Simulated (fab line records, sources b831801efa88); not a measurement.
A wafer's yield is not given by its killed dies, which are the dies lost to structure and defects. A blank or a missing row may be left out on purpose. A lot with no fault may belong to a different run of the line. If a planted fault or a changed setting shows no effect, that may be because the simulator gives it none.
Which tool was responsible? | flow gf180mcu | 24 lots, 72 wafers sampled, at 6 steps of a route of 602

== WHAT THE GAUGES READ, wafer by wafer ==
GF_CONTACT_THK_MEAS_03. Usual: CONTACT_CVD_02_THK typically reads 857 nm, with standard deviation 10.
lot  | measured     | on            | CONTACT_CVD_02_THK (nm) | flag
L074 | day 15 03:41 | film-metro-01 | 852 846 857             |
L075 | day 15 07:44 | film-metro-01 | 846 848 850             |
L076 | day 15 17:42 | film-metro-03 | 843 857 872             |
L077 | day 16 01:38 | film-metro-04 | 852 877 867             |
L078 | day 16 12:38 | film-metro-04 | 846 850 853             |
L079 | day 17 03:46 | film-metro-01 | 856 867 863             |
L080 | day 17 10:17 | film-metro-04 | 869 862 865             |
L081 | day 17 21:22 | film-metro-04 | 857 872 877             |
L082 | day 18 02:53 | film-metro-04 | 853 858 854             |
L083 | day 18 09:08 | film-metro-01 | 858 857 870             |
L084 | day 19 00:24 | film-metro-01 | 853 854 867             |
L085 | day 19 16:57 | film-metro-01 | 855 848 865             |
L086 | day 20 05:17 | film-metro-03 | 858 865 862             |
L087 | day 20 08:56 | film-metro-03 | 867 870 864             |
L088 | day 20 13:31 | film-metro-01 | 854 859 872             |
L089 | day 21 00:01 | film-metro-04 | 858 862 862             |
L090 | day 21 04:02 | film-metro-03 | 843 848 851             |
L091 | day 21 16:17 | film-metro-01 | 840 864 859             |
L092 | day 21 20:34 | film-metro-04 | 851 862 875             |
L093 | day 21 21:27 | film-metro-04 | 838 864 867             |
L094 | day 22 06:07 | film-metro-03 | 846 848 857             |
L095 | day 22 11:19 | film-metro-01 | 860 873 862             |
L096 | day 22 21:49 | film-metro-03 | 847 870 864             |
L097 | day 23 03:23 | film-metro-03 | 853 867 875             |

GF_CONTACT_CD_MEAS_14 targets a cd of 220 nm. Usual: cd-nm 219.7 nm, standard deviation 1.6.
lot  | measured     | on        | cd-nm (nm)        | flag
L074 | day 16 01:59 | cd-sem-01 | 215.3 217.3 217.3 |
L075 | day 16 05:40 | cd-sem-01 | 220.2 219.6 219.7 |
L076 | day 16 16:23 | cd-sem-02 | 222.7 222.7 221.6 |
L077 | day 16 23:26 | cd-sem-01 | 220.6 219.5 220.6 |
L078 | day 17 11:46 | cd-sem-02 | 222.5 221.9 221.6 |
L079 | day 18 03:26 | cd-sem-01 | 218.5 217.8 216.5 |
L080 | day 18 10:18 | cd-sem-02 | 217.9 217.8 218.7 |
L081 | day 18 22:17 | cd-sem-02 | 220.9 221.8 222.2 |
L082 | day 19 02:57 | cd-sem-01 | 219.6 222.2 220.4 |
L083 | day 19 10:06 | cd-sem-02 | 218.8 219.7 219.4 |
L084 | day 20 00:48 | cd-sem-01 | 218.1 220.4 218.0 |
L085 | day 20 17:14 | cd-sem-02 | 218.7 219.6 219.0 |
L086 | day 21 05:55 | cd-sem-02 | 217.4 217.2 219.3 |
L087 | day 21 09:41 | cd-sem-01 | 222.2 220.5 220.9 |
L088 | day 21 13:19 | cd-sem-02 | 219.8 218.1 218.1 |
L089 | day 21 23:44 | cd-sem-01 | 220.0 220.3 220.2 |
L090 | day 22 03:50 | cd-sem-02 | 221.0 221.5 220.7 |
L091 | day 22 15:38 | cd-sem-02 | 218.5 218.1 218.1 |
L092 | day 22 20:17 | cd-sem-01 | 220.1 219.7 220.1 |
L093 | day 22 20:44 | cd-sem-01 | 218.5 220.0 219.3 |
L094 | day 23 06:08 | cd-sem-01 | 219.3 221.1 220.2 |
L095 | day 23 10:25 | cd-sem-01 | 220.1 220.3 219.2 |
L096 | day 23 20:56 | cd-sem-01 | 220.6 219.4 219.7 |
L097 | day 24 02:32 | cd-sem-02 | 220.1 219.7 218.1 |

GF_M1_CD_MEAS_14 targets a cd of 230 nm. Usual: cd-nm 230.2 nm, standard deviation 1.2.
lot  | measured     | on        | cd-nm (nm)        | flag
L074 | day 17 01:41 | cd-sem-02 | 230.7 231.9 231.3 |
L075 | day 17 05:37 | cd-sem-01 | 228.7 227.9 228.3 |
L076 | day 17 16:29 | cd-sem-02 | 230.7 229.7 230.2 |
L077 | day 17 23:56 | cd-sem-02 | 232.0 232.6 232.3 |
L078 | day 18 12:25 | cd-sem-01 | 229.8 228.3 230.5 |
L079 | day 19 04:29 | cd-sem-01 | 231.7 231.6 230.5 |
L080 | day 19 12:19 | cd-sem-01 | 231.4 230.5 231.2 |
L081 | day 19 23:55 | cd-sem-02 | 230.4 230.0 230.9 |
L082 | day 20 04:04 | cd-sem-01 | 227.9 228.9 229.0 |
L083 | day 20 11:54 | cd-sem-02 | 229.0 229.8 229.7 |
L084 | day 21 02:26 | cd-sem-01 | 230.5 231.4 231.0 |
L085 | day 21 18:50 | cd-sem-01 | 231.0 230.1 231.3 |
L086 | day 22 07:16 | cd-sem-02 | 229.3 229.2 229.4 |
L087 | day 22 10:26 | cd-sem-01 | 228.0 229.1 228.1 |
L088 | day 22 14:10 | cd-sem-02 | 229.6 229.2 229.4 |
L089 | day 22 23:56 | cd-sem-01 | 229.5 229.7 230.2 |
L090 | day 23 03:33 | cd-sem-01 | 232.2 231.6 231.8 |
L091 | day 23 15:41 | cd-sem-02 | 228.1 229.7 228.8 |
L092 | day 23 20:33 | cd-sem-01 | 229.8 230.4 229.3 |
L093 | day 23 21:40 | cd-sem-01 | 228.9 228.7 228.2 |
L094 | day 24 06:20 | cd-sem-02 | 230.3 230.0 230.1 |
L095 | day 24 10:52 | cd-sem-02 | 231.2 230.6 231.4 |
L096 | day 24 20:08 | cd-sem-02 | 231.3 230.1 229.7 |
L097 | day 25 01:50 | cd-sem-02 | 230.6 230.2 230.1 |

== WHAT TOOL EACH LOT RAN ON (gives the tool, then ch and the chambers of the sampled wafers, and finally the start) ==
lot  | GF_CONTACT_CVD_02               | GF_CONTACT_SPUTTER_23        | GF_M1_SPUTTER_00
L074 | pecvd-01 ch 0,1,2, day 15 03:37 | pvd-sputter-04, day 16 02:40 | pvd-sputter-02, day 16 03:17
L075 | pecvd-04 ch 0,1,2, day 15 07:40 | pvd-sputter-03, day 16 06:20 | pvd-sputter-04, day 16 06:57
L076 | pecvd-01 ch 1,2, day 15 17:38   | pvd-sputter-01, day 16 17:04 | pvd-sputter-02, day 16 17:41
L077 | pecvd-04 ch 1,2, day 16 01:32   | pvd-sputter-01, day 17 00:04 | pvd-sputter-02, day 17 00:41
L078 | pecvd-04 ch 0,1,2, day 16 12:34 | pvd-sputter-01, day 17 12:31 | pvd-sputter-04, day 17 13:08
L079 | pecvd-02 ch 0,1, day 17 03:41   | pvd-sputter-04, day 18 04:05 | pvd-sputter-02, day 18 04:41
L080 | pecvd-02 ch 0,1,2, day 17 10:13 | pvd-sputter-04, day 18 10:56 | pvd-sputter-01, day 18 11:32
L081 | pecvd-01 ch 0,2, day 17 21:17   | pvd-sputter-04, day 18 22:56 | pvd-sputter-02, day 18 23:33
L082 | pecvd-02 ch 0,1,2, day 18 02:49 | pvd-sputter-01, day 19 03:40 | pvd-sputter-04, day 19 04:17
L083 | pecvd-01 ch 0,1,2, day 18 09:05 | pvd-sputter-03, day 19 10:43 | pvd-sputter-02, day 19 11:20
L084 | pecvd-01 ch 0,1, day 19 00:20   | pvd-sputter-01, day 20 01:29 | pvd-sputter-02, day 20 02:06
L085 | pecvd-01 ch 0,2, day 19 16:53   | pvd-sputter-03, day 20 17:55 | pvd-sputter-04, day 20 18:32
L086 | pecvd-02 ch 0,1,2, day 20 05:13 | pvd-sputter-04, day 21 06:32 | pvd-sputter-02, day 21 07:10
L087 | pecvd-01 ch 0,1,2, day 20 08:51 | pvd-sputter-01, day 21 10:19 | pvd-sputter-04, day 21 10:56
L088 | pecvd-01 ch 0,2, day 20 13:26   | pvd-sputter-04, day 21 13:59 | pvd-sputter-01, day 21 14:36
L089 | pecvd-01 ch 0,1,2, day 20 23:56 | pvd-sputter-01, day 22 00:25 | pvd-sputter-02, day 22 01:02
L090 | pecvd-04 ch 0,1, day 21 03:58   | pvd-sputter-01, day 22 04:31 | pvd-sputter-04, day 22 05:08
L091 | pecvd-04 ch 0,1,2, day 21 16:11 | pvd-sputter-04, day 22 16:16 | pvd-sputter-02, day 22 16:53
L092 | pecvd-01 ch 1,2, day 21 20:29   | pvd-sputter-01, day 22 20:58 | pvd-sputter-01, day 22 21:35
L093 | pecvd-02 ch 0,1,2, day 21 21:22 | pvd-sputter-03, day 22 21:22 | pvd-sputter-04, day 22 21:59
L094 | pecvd-04 ch 0,1,2, day 22 06:03 | pvd-sputter-03, day 23 06:50 | pvd-sputter-04, day 23 07:27
L095 | pecvd-02 ch 1,2, day 22 11:14   | pvd-sputter-01, day 23 11:05 | pvd-sputter-04, day 23 11:42
L096 | pecvd-02 ch 0,1, day 22 21:44   | pvd-sputter-04, day 23 21:35 | pvd-sputter-02, day 23 22:13
L097 | pecvd-04 ch 0,1,2, day 23 03:18 | pvd-sputter-04, day 24 03:11 | pvd-sputter-01, day 24 03:53
- GF_CONTACT_CVD_02: deposits SiO2 from TEOS, target thk 860 nm, time 95.992 s.
- GF_CONTACT_SPUTTER_23: material TiN, target thk 10 nm, time 40 s.
- GF_M1_SPUTTER_00: material Ti, target thk 37.5 nm, time 150 s.

== WHAT THE TOOLS THEMSELVES READ (means of the sampled wafers that have a number; where no wafer has one, the mark that the record gives instead) ==
GF_CONTACT_CVD_02. Usual: heater-power-outer-w 392 W, standard deviation 64; heater-power-w 671 W, standard deviation 80.
lot  | tool     | heater-power-outer-w (W) | heater-power-w (W) | flag
L074 | pecvd-01 | 418                      | 684                |
L075 | pecvd-04 | 375                      | 619                |
L076 | pecvd-01 | 409                      | 665                |
L077 | pecvd-04 | 399                      | 632                |
L078 | pecvd-04 | 415                      | 668                |
L079 | pecvd-02 | 333                      | 639                |
L080 | pecvd-02 | 330                      | 656                |
L081 | pecvd-01 | 358                      | 626                |
L082 | pecvd-02 | 401                      | 742                |
L083 | pecvd-01 | 448                      | 730                |
L084 | pecvd-01 | 411                      | 684                |
L085 | pecvd-01 | 364                      | 640                |
L086 | pecvd-02 | 362                      | 689                |
L087 | pecvd-01 | 443                      | 696                |
L088 | pecvd-01 | 380                      | 674                |
L089 | pecvd-01 | 415                      | 680                |
L090 | pecvd-04 | 353                      | 593                |
L091 | pecvd-04 | 325                      | 545                |
L092 | pecvd-01 | 487                      | 758                |
L093 | pecvd-02 | 342                      | 675                |
L094 | pecvd-04 | 386                      | 630                |
L095 | pecvd-02 | 340                      | 689                |
L096 | pecvd-02 | 324                      | 637                |
L097 | pecvd-04 | 394                      | 642                |

GF_CONTACT_SPUTTER_23. Usual: cathode-dc-power-W 4000.0 W, standard deviation 0.7; throttle-valve-pct 30.0 %, standard deviation 1.2.
lot  | tool           | cathode-dc-power-W (W) | throttle-valve-pct (%) | flag
L074 | pvd-sputter-04 | 4001.1                 | 29.7                   |
L075 | pvd-sputter-03 | 4000.3                 | 30.3                   |
L076 | pvd-sputter-01 | 4000.7                 | 31.2                   |
L077 | pvd-sputter-01 | 4000.4                 | 30.3                   |
L078 | pvd-sputter-01 | 4000.0                 | 29.4                   |
L079 | pvd-sputter-04 | 3999.4                 | 30.5                   |
L080 | pvd-sputter-04 | 4000.0                 | 30.5                   |
L081 | pvd-sputter-04 | 4000.2                 | 31.2                   |
L082 | pvd-sputter-01 | 4000.2                 | 29.2                   |
L083 | pvd-sputter-03 | 4000.3                 | 29.3                   |
L084 | pvd-sputter-01 | 3999.8                 | 30.4                   |
L085 | pvd-sputter-03 | 3999.9                 | 30.4                   |
L086 | pvd-sputter-04 | 3999.8                 | 29.6                   |
L087 | pvd-sputter-01 | 3999.4                 | 29.4                   |
L088 | pvd-sputter-04 | 4000.0                 | 29.7                   |
L089 | pvd-sputter-01 | 4000.1                 | 30.6                   |
L090 | pvd-sputter-01 | 4000.1                 | 30.5                   |
L091 | pvd-sputter-04 | 4000.4                 | 29.5                   |
L092 | pvd-sputter-01 | 3999.9                 | 30.1                   |
L093 | pvd-sputter-03 | 3999.6                 | 30.5                   |
L094 | pvd-sputter-03 | 4000.0                 | 30.4                   |
L095 | pvd-sputter-01 | 3999.9                 | 30.0                   |
L096 | pvd-sputter-04 | 3999.3                 | 29.7                   |
L097 | pvd-sputter-04 | 4000.5                 | 30.1                   |

GF_M1_SPUTTER_00. Usual: cathode-dc-power-W 4000.0 W, standard deviation 0.79; throttle-valve-pct 30.2 %, standard deviation 1.2.
lot  | tool           | cathode-dc-power-W (W) | throttle-valve-pct (%) | flag
L074 | pvd-sputter-02 | 4000.4                 | 29.9                   |
L075 | pvd-sputter-04 | 4000.2                 | 29.3                   |
L076 | pvd-sputter-02 | 4000.2                 | 30.1                   |
L077 | pvd-sputter-02 | 3999.4                 | 29.2                   |
L078 | pvd-sputter-04 | 4000.4                 | 30.1                   |
L079 | pvd-sputter-02 | 3998.9                 | 30.7                   |
L080 | pvd-sputter-01 | 3999.5                 | 30.4                   |
L081 | pvd-sputter-02 | 4000.0                 | 30.9                   |
L082 | pvd-sputter-04 | 4001.0                 | 29.4                   |
L083 | pvd-sputter-02 | 4000.2                 | 30.5                   |
L084 | pvd-sputter-02 | 3999.5                 | 30.9                   |
L085 | pvd-sputter-04 | 3999.1                 | 30.1                   |
L086 | pvd-sputter-02 | 4000.2                 | 30.4                   |
L087 | pvd-sputter-04 | 3999.1                 | 30.0                   |
L088 | pvd-sputter-01 | 3999.7                 | 28.9                   |
L089 | pvd-sputter-02 | 3999.6                 | 29.9                   |
L090 | pvd-sputter-04 | 4000.1                 | 31.2                   |
L091 | pvd-sputter-02 | 4000.0                 | 30.4                   |
L092 | pvd-sputter-01 | 3999.6                 | 31.2                   |
L093 | pvd-sputter-04 | 4000.2                 | 29.3                   |
L094 | pvd-sputter-04 | 4000.1                 | 30.3                   |
L095 | pvd-sputter-04 | 3998.6                 | 30.4                   |
L096 | pvd-sputter-02 | 4000.9                 | 29.9                   |
L097 | pvd-sputter-01 | 3999.7                 | 29.6                   |

== THE ANSWER, worked out from the rows above alone ==
Rule: a lot counts as off when the mean over its wafers that have a number is more than 3 standard deviations away from the usual mean. A lot without any number at a reading at which 4 lots or more have one is off too. All remaining lots with rows at the step are treated as sound. Order of review: gauges by route order, followed by the tools' own readings, for which a lot's mean as printed above is used. At the first step where some lot is off, the reading lying furthest off is the one used; lots without a number count as furthest.
None of the lots is off at any reading shown; this tells nothing.

== WHAT THE SIMULATOR PUT IN ==
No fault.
